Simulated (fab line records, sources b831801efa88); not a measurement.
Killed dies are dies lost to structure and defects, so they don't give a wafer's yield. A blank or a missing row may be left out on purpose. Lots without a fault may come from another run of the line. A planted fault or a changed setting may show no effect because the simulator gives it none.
A struck lot beside a sound one | flow sky130 | 15 steps out of a route of 708
Sound: wafers L746.4, L746.5, L746.6. Struck: wafers L752.1, L752.6. (L752.4 of the same lot was not struck and is left out.) The cause comes at the end.
At each step with rows: each side's tool, then ch and its chambers, then its first start. Under that, the readings that differ: sound wafers | struck wafers | difference of the means | sigmas: that difference in standard deviations of wafers without a fault.
alike: readings whose means differ by less than 2 such deviations, and words and numbers that are the same on both sides. not compared: withheld readings, readings that some wafer has no value for, bounds like >300 that may hide the same value, and numbers for which the record gives no deviation and whose values overlap.
The two part at a step that has a row with sigmas, a row that says differs or no value, or rows on one side only. Numbers that don't overlap but have no deviation are shown without sigmas and don't part them. A reading that every wafer of one side lacks parts them only if that side has two wafers or more.

first, 7 steps without rows for these wafers: SKY_METAL2_HMDS_08 (prime time 60 s); SKY_METAL2_COAT_09 (resist thk 60 nm); SKY_METAL2_COAT_10 (resist thk 450 nm); SKY_METAL2_SOFTBAKE_11 (time 90 s); SKY_METAL2_EXPOSE_12 (exposes mask MM2, target cd 140 nm); SKY_METAL2_PEB_13; SKY_METAL2_DEVELOP_14 (develop time 60 s).
SKY_METAL2_CD_MEAS_15: target cd 140 nm.
  sound on cd_sem-01, day 37 14:24; struck on cd_sem-01, day 39 02:13
  alike: cd_nm
SKY_METAL2_OVL_MEAS_16:
  sound on overlay-01, day 37 14:28; struck on overlay-02, day 39 02:20
  alike: METAL2_OVL
SKY_METAL2_DESCUM_17: chemistry O2, time 8 s.
  sound on rie_metal-04 ch 0,1, day 37 14:30; struck on rie_metal-02 ch 0, day 39 02:22
  alike: drypump_motor_current_A, oes_product_au
  not compared: rf_hours_counter_h
SKY_METAL2_ETCH_18: etches BARC in N2/H2, stops on SiO2, time 45.9 s, target depth 60 nm.
  sound on rie_metal-04 ch 0,1, day 37 14:32; struck on rie_metal-02 ch 0, day 39 02:24
  alike: drypump_motor_current_A, oes_product_au, throttle_valve_pct
  not compared: rf_hours_counter_h
SKY_METAL2_METAL_ETCH_19: etches the open film in Cl2/BCl3, stops on SiO2, target depth 360 nm, time 78 s.
  sound on rie_metal-04 ch 0,1, day 37 14:37; struck on rie_metal-02 ch 0, day 39 02:28
  alike: drypump_motor_current_A, oes_product_au, throttle_valve_pct
  not compared: rf_hours_counter_h
SKY_METAL2_STRIP_20: strips in O2/N2.
  sound on plasma_asher-02 ch 0,1, day 37 14:43; struck on plasma_asher-02 ch 0, day 39 02:33
  reading          | sound       | struck  | difference | sigmas
  overash_fraction | 0.5 0.5 0.5 | 0.7 0.7 | +0.2       |
  alike: drypump_motor_current_A, oes_product_au, strip_time_to_endpoint_s
  not compared: rf_hours_counter_h
then, 1 step without rows for these wafers: SKY_METAL2_STRIP_21 (strips in post etch residue remover, time 1200 s).
-- the record jumps here: 10 days lie between the struck wafers' starts before and after (it left off in module METAL2 and takes up again in module PAD_OPEN, whose first step shown is number 708 of the route) --
SKY_PAD_OPEN_PROBE_99:
  sound on prober-01, day 47 15:36; struck on prober-02, day 48 19:35
  reading                  | sound          | struck    | difference | sigmas
  defect_limited_yield (%) | 84.3 83.5 83.7 | 78.3 78.9 | -5.2       | -3
  killed_at_M0_to_M3       | 44 42 38       | 55 56     | +14        | +2
  killed_dies              | 77 81 80       | 107 104   | +26        | +3
  killed_short             | 30 36 35       | 38 56     | +13        | +2
  sort_n_pass              | 415 411 412    | 385 388   | -26        | -3
  sort_yield_pct (%)       | 84.3 83.5 83.7 | 78.3 78.9 | -5.2       | -3
  alike: killed_at_M4_up, killed_at_contacts, killed_at_front_end, killed_at_other, killed_on_rim, killed_open, sort_bin_3_pad_short, sort_bin_5_function, sort_bin_6_memory

WHERE THEY PART
Only at SKY_PAD_OPEN_PROBE_99, within this record.

WHY: what the simulator had put in
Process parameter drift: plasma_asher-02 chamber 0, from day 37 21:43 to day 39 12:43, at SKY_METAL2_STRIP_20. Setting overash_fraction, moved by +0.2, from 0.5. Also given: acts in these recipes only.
